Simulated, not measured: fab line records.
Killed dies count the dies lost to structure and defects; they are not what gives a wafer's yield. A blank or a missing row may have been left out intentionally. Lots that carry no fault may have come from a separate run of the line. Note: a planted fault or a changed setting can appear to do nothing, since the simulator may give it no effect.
Matching of chambers :: flow sky130 :: SKY_VIA1_ETCH_15 on rie_diel-03 has 4 sister chambers
The step etches SiO2 in C4F8/O2/Ar, stops on TiN, target depth 351 nm, time 54 s. 30 wafers are shown with their chamber, then 12 later ones without.

== WAFERS, EACH WITH ITS CHAMBER ==
wafer: L074.1
chamber: 3
oes_product_au (a.u.): 0.981
chamber_pressure_mTorr (mTorr): 39.99

wafer: L074.5
chamber: 2
oes_product_au (a.u.): 0.980
chamber_pressure_mTorr (mTorr): 40.04

wafer: L074.6
chamber: 3
oes_product_au (a.u.): 0.980
chamber_pressure_mTorr (mTorr): 40.02

wafer: L075.3
chamber: 2
oes_product_au (a.u.): 0.979
chamber_pressure_mTorr (mTorr): 40.03

wafer: L075.4
chamber: 1
oes_product_au (a.u.): 0.985
chamber_pressure_mTorr (mTorr): 39.97

wafer: L075.5
chamber: 2
oes_product_au (a.u.): 0.987
chamber_pressure_mTorr (mTorr): 40.04

wafer: L076.2
chamber: 3
oes_product_au (a.u.): 0.973
chamber_pressure_mTorr (mTorr): 39.97

wafer: L076.5
chamber: 3
oes_product_au (a.u.): 0.980
chamber_pressure_mTorr (mTorr): 39.93

wafer: L076.6
chamber: 2
oes_product_au (a.u.): 0.979
chamber_pressure_mTorr (mTorr): 40.05

wafer: L077.1
chamber: 2
oes_product_au (a.u.): 0.983
chamber_pressure_mTorr (mTorr): 39.99

wafer: L077.2
chamber: 3
oes_product_au (a.u.): 0.972
chamber_pressure_mTorr (mTorr): 39.92

wafer: L077.4
chamber: 1
oes_product_au (a.u.): 0.980
chamber_pressure_mTorr (mTorr): 40.02

wafer: L078.1
chamber: 3
oes_product_au (a.u.): 0.982
chamber_pressure_mTorr (mTorr): 39.96

wafer: L078.2
chamber: 0
oes_product_au (a.u.): 0.983
chamber_pressure_mTorr (mTorr): 40.04

wafer: L078.4
chamber: 2
oes_product_au (a.u.): 0.983
chamber_pressure_mTorr (mTorr): 39.99

wafer: L079.1
chamber: 1
oes_product_au (a.u.): 0.987
chamber_pressure_mTorr (mTorr): 40.02

wafer: L079.4
chamber: 2
oes_product_au (a.u.): 0.985
chamber_pressure_mTorr (mTorr): 39.98

wafer: L079.5
chamber: 2
oes_product_au (a.u.): 0.986
chamber_pressure_mTorr (mTorr): 40.02

wafer: L080.1
chamber: 3
oes_product_au (a.u.): 0.986
chamber_pressure_mTorr (mTorr): 40.02

wafer: L080.2
chamber: 0
oes_product_au (a.u.): 0.987
chamber_pressure_mTorr (mTorr): 39.97

wafer: L080.5
chamber: 2
oes_product_au (a.u.): 0.988
chamber_pressure_mTorr (mTorr): 39.99

wafer: L086.2
chamber: 1
oes_product_au (a.u.): 0.982
chamber_pressure_mTorr (mTorr): 40.08

wafer: L086.4
chamber: 2
oes_product_au (a.u.): 0.984
chamber_pressure_mTorr (mTorr): 40.02

wafer: L086.5
chamber: 2
oes_product_au (a.u.): 0.981
chamber_pressure_mTorr (mTorr): 39.97

wafer: L087.1
chamber: 3
oes_product_au (a.u.): 0.989
chamber_pressure_mTorr (mTorr): 39.98

wafer: L087.3
chamber: 1
oes_product_au (a.u.): 0.992
chamber_pressure_mTorr (mTorr): 40.05

wafer: L087.4
chamber: 2
oes_product_au (a.u.): 0.987
chamber_pressure_mTorr (mTorr): 40.01

wafer: L088.1
chamber: 1
oes_product_au (a.u.): 0.976
chamber_pressure_mTorr (mTorr): 39.95

wafer: L088.2
chamber: 2
oes_product_au (a.u.): 0.977
chamber_pressure_mTorr (mTorr): 39.97

wafer: L088.3
chamber: 3
oes_product_au (a.u.): 0.985
chamber_pressure_mTorr (mTorr): 40.03

SIGNATURES (means of the wafers above)
reading: oes_product_au
chamber 0: 0.98500
chamber 1: 0.98367
chamber 2: 0.98300
chamber 3: 0.98089
scatter within a chamber: 0.00468

reading: chamber_pressure_mTorr
chamber 0: 40.0050
chamber 1: 40.0150
chamber 2: 40.0077
chamber 3: 39.9800
scatter within a chamber: 0.0371
Rule: for a wafer and a chamber, the distance is found by dividing, reading by reading, the gap between the wafer's reading and the chamber's mean by the reading's scatter, squaring, summing and taking the root. If the next closest chamber is less than 2 further off than the closest, the wafer can't be placed; otherwise it belongs to the closest. The scatter: take each reading less its chamber's mean, square it, sum over the shown wafers, divide by the number of wafers less the number of chambers, and take the root.

== WAFERS WITHOUT THEIR CHAMBER ==
wafer: L090.3
oes_product_au (a.u.): 0.990
chamber_pressure_mTorr (mTorr): 39.97

wafer: L090.5
oes_product_au (a.u.): 0.984
chamber_pressure_mTorr (mTorr): 40.05

wafer: L090.6
oes_product_au (a.u.): 0.987
chamber_pressure_mTorr (mTorr): 40.06

wafer: L093.1
oes_product_au (a.u.): 0.985
chamber_pressure_mTorr (mTorr): 40.06

wafer: L093.3
oes_product_au (a.u.): 0.990
chamber_pressure_mTorr (mTorr): 40.05

wafer: L093.4
oes_product_au (a.u.): 0.980
chamber_pressure_mTorr (mTorr): 40.03

wafer: L094.1
oes_product_au (a.u.): 0.988
chamber_pressure_mTorr (mTorr): 39.99

wafer: L094.3
oes_product_au (a.u.): 0.980
chamber_pressure_mTorr (mTorr): 40.01

wafer: L094.6
oes_product_au (a.u.): 0.982
chamber_pressure_mTorr (mTorr): 40.02

wafer: L096.2
oes_product_au (a.u.): 0.982
chamber_pressure_mTorr (mTorr): 40.00

wafer: L096.3
oes_product_au (a.u.): 0.980
chamber_pressure_mTorr (mTorr): 39.90

wafer: L096.6
oes_product_au (a.u.): 0.982
chamber_pressure_mTorr (mTorr): 40.00

== CHAMBER TAKEN BY EACH ==
wafer: L090.3
from the rows above: can't be placed: 0 or 2 or 1 or 3
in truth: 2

wafer: L090.5
from the rows above: can't be placed: 1 or 2 or 0 or 3
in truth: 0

wafer: L090.6
from the rows above: can't be placed: 1 or 0 or 2 or 3
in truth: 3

wafer: L093.1
from the rows above: can't be placed: 1 or 2 or 0 or 3
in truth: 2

wafer: L093.3
from the rows above: can't be placed: 0 or 1 or 2 or 3
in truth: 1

wafer: L093.4
from the rows above: can't be placed: 2 or 1 or 0 or 3
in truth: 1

wafer: L094.1
from the rows above: can't be placed: 0 or 1 or 2 or 3
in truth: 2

wafer: L094.3
from the rows above: can't be placed: 2 or 1 or 3 or 0
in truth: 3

wafer: L094.6
from the rows above: can't be placed: 1 or 2 or 0 or 3
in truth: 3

wafer: L096.2
from the rows above: can't be placed: 2 or 1 or 3 or 0
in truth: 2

wafer: L096.3
from the rows above: can't be placed: 3 or 2 or 0 or 1
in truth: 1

wafer: L096.6
from the rows above: can't be placed: 2 or 1 or 3 or 0
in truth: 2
Correct placement for 0 of the 12. Not placeable from these rows: 12 (in 12, the candidates include the true chamber). Wrongly placed: 0.
